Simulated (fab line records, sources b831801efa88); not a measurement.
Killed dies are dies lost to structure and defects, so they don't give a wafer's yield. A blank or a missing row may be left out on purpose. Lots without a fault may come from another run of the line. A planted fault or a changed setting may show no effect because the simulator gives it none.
A struck lot beside a sound one | flow sfq_line | 19 steps out of a route of 325
Sound: wafers L440.1, L440.2, L440.5. Struck: wafers L444.2, L444.3, L444.6. The cause comes at the end.
At each step with rows: each side's tool, then ch and its chambers, then its first start. Under that, the readings that differ: sound wafers | struck wafers | difference of the means | sigmas: that difference in standard deviations of wafers without a fault.
alike: readings whose means differ by less than 2 such deviations, and words and numbers that are the same on both sides. not compared: withheld readings, readings that some wafer has no value for, bounds like >300 that may hide the same value, and numbers for which the record gives no deviation and whose values overlap.
The two part at a step that has a row with sigmas, a row that says differs or no value, or rows on one side only. Numbers that don't overlap but have no deviation are shown without sigmas and don't part them. A reading that every wafer of one side lacks parts them only if that side has two wafers or more.

SFQ_M4_OVL_MEAS_926:
  sound on overlay-02, day 49 08:24; struck on overlay-02, day 51 10:37
  alike: M4_OVL
SFQ_TRILAYER_M4_BARC_OPEN_METAL_ETCH_123: etches BARC in O2, target depth 125 nm, time 41.7 s.
  sound on rie_metal-01 ch 0,1, day 49 08:26; struck on rie_metal-02 ch 1, day 51 10:40
  alike: chamber_pressure_mTorr, drypump_motor_current_A, oes_product_au
  not compared: rf_hours_counter_h
SFQ_TRILAYER_M4_ETCH_METAL_ETCH_096: etches Nb in Cl2/Ar, stops on SiO2, target depth 240 nm, time 120 s.
  sound on rie_metal-01 ch 0,1, day 49 08:30; struck on rie_metal-02 ch 1, day 51 10:49
  alike: chamber_pressure_mTorr, drypump_motor_current_A, oes_product_au
  not compared: rf_hours_counter_h
SFQ_TRILAYER_M4_STRIP_STRIP_097: strips in O2.
  sound on rie_metal-01 ch 0,1, day 49 08:37; struck on rie_metal-02 ch 1, day 51 11:13
  alike: chamber_pressure_mTorr, drypump_motor_current_A, oes_product_au
  not compared: rf_hours_counter_h
then, 1 step without rows for these wafers: SFQ_TRILAYER_M4_STRIP_SOLV_CLEAN_098 (cleans in NMP, time 600 s).
SFQ_TRILAYER_I4_DEP_PECVD_099: deposits SiO2 from SiH4/N2O, time 111.11 s, target thk 500 nm.
  sound on pecvd-04 ch 0,1,2, day 49 09:24; struck on pecvd-04 ch 1,2, day 51 12:23
  alike: heater_power_w, throttle_valve_pct
then, 1 step without rows for these wafers: SFQ_TRILAYER_I4_CMP_CMP_100 (polishes SiO2).
SFQ_I4_BOW_MEAS_927:
  sound on film_metro-04, day 49 12:28; struck on film_metro-03, day 51 19:38
  alike: I4_BOW
SFQ_TRILAYER_I4_METRO_MEASURE_101:
  sound on film_metro-04, day 49 12:35; struck on film_metro-03, day 51 19:56
  alike: thk_nm
then, 3 steps without rows for these wafers: SFQ_TRILAYER_I4_VIA_LITHO_COAT_108 (resist thk 62 nm); SFQ_TRILAYER_I4_VIA_LITHO_COAT_103 (resist thk 650 nm); SFQ_TRILAYER_I4_VIA_LITHO_SOFTBAKE_107.
-- the record jumps here: 6 days lie between the struck wafers' starts before and after --
SFQ_TRILAYER_I4_VIA_LITHO_EXPOSE_104: exposes mask I4, target cd 700 nm.
  sound on krf_scanner-02 ch 0, day 54 23:36; struck on krf_scanner-02 ch 0, day 57 15:39
  reading              | sound                | struck               | difference | sigmas
  exposure_dose_mJ_cm2 | 21.329 21.296 21.340 | 18.860 18.855 18.856 | -2.465     | -99 or more
  alike: mask
then, 2 steps without rows for these wafers: SFQ_TRILAYER_I4_VIA_LITHO_PEB_106 (peb time 60 s); SFQ_TRILAYER_I4_VIA_LITHO_DEVELOP_105 (time 60 s).
SFQ_I4_OVL_MEAS_928:
  sound on overlay-02, day 55 01:06; struck on overlay-01, day 57 16:57
  alike: I4_OVL
SFQ_TRILAYER_I4_VIA_BARC_OPEN_VIA_ETCH_146: etches BARC in O2, target depth 125 nm, time 41.7 s.
  sound on rie_diel-01 ch 2,3, day 55 01:08; struck on rie_diel-01 ch 0,1,3, day 57 16:59
  reading             | sound           | struck            | difference | sigmas
  model.I4.cd_nm (nm) | 700 699.9 700.2 | 676.8 679.7 678.3 | -21.8      |
  alike: chamber_pressure_mTorr, drypump_motor_current_A, oes_product_au
  not compared: rf_hours_counter_h
SFQ_TRILAYER_I4_VIA_ETCH_VIA_ETCH_106: etches SiO2 in CHF3, stops on Nb, target depth 260 nm.
  sound on rie_diel-01 ch 2,3, day 55 01:10; struck on rie_diel-01 ch 0,1,3, day 57 17:01
  reading             | sound             | struck            | difference | sigmas
  model.I4.cd_nm (nm) | 698.2 700.1 700.5 | 675.5 679.3 677.8 | -22.1      |
  alike: chamber_pressure_mTorr, drypump_motor_current_A, oes_product_au
then, 1 step without rows for these wafers: SFQ_TRILAYER_I4_VIA_STRIP_STRIP_107 (strips in O2).

WHERE THEY PART
Only at SFQ_TRILAYER_I4_VIA_LITHO_EXPOSE_104, within this record. Later steps at which nothing parts them and some readings are alike: SFQ_I4_OVL_MEAS_928, SFQ_TRILAYER_I4_VIA_BARC_OPEN_VIA_ETCH_146, SFQ_TRILAYER_I4_VIA_ETCH_VIA_ETCH_106.

WHY: what the simulator had put in
Process parameter drift: krf_scanner-02, from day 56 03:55 on, at SFQ_TRILAYER_I4_VIA_LITHO_EXPOSE_104. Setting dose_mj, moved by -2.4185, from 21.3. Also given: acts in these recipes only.
